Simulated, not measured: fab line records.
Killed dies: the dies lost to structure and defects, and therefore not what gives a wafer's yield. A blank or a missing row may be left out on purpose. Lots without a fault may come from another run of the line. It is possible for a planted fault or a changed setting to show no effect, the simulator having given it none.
The same fault as seen by 2 desks	flow gf180mcu	every desk sees just its own numbers, and what lay behind them comes last

## METROLOGY DESK
Lot by lot, what the gauges showed, no matter which tool ran the lot: averages of those sampled wafers that carry a number. The brackets show how far a lot's mean lies from the usual mean; more than 4 standard deviations puts the lot out of limits, marked OUT.
Columns: A = TOP_METAL_ALCU_THK at GF_TOP_METAL_THK_MEAS_06, usual 890 nm
lot	first seen here	A
L953	day 27 22:33	877
L954	day 28 00:49	887
L955	day 28 02:05	879
L956	day 28 20:13	894
L960	day 29 22:50	879
L961	day 30 07:25	879
L962	day 30 11:17	882
L965	day 31 06:22	895
L971	day 32 16:41	891
L973	day 33 03:50	880
L972	day 33 04:28	897
L974	day 33 11:23	902
This desk's verdict: no lot among the 12 shows anything out of limits.

## THE TOOL OWNER'S DESK: hdpcvd-01
The tool's own readings at GF_V1_CVD_00 (deposits SiO2, target thk 600 nm, time 100 s): means of the sampled wafers that have a number, for each lot that ran on this tool. The brackets show how far a lot's mean lies from the usual mean; more than 4 standard deviations puts the lot out of limits, marked OUT.
Columns: A = sih4FlowSccm at GF_V1_CVD_00, usual 60.02 sccm
lot	first seen here	A
L954	day 17 22:56	60.02
L956	day 18 21:57	60.10
L960	day 20 06:30	59.90
L961	day 20 19:00	60.01
L962	day 21 00:03	59.86
L971	day 24 00:16	59.83
L972	day 24 06:19	60.24
L973	day 24 14:11	59.91
L974	day 24 21:19	59.81
This desk's verdict: no lot among the 9 shows anything out of limits.

## PUT TOGETHER
From the metrology desk's view, nothing was out of limits.
Nothing out of limits was seen by the tool owner's desk.

## WHAT HAD BEEN PUT IN BY THE SIMULATOR
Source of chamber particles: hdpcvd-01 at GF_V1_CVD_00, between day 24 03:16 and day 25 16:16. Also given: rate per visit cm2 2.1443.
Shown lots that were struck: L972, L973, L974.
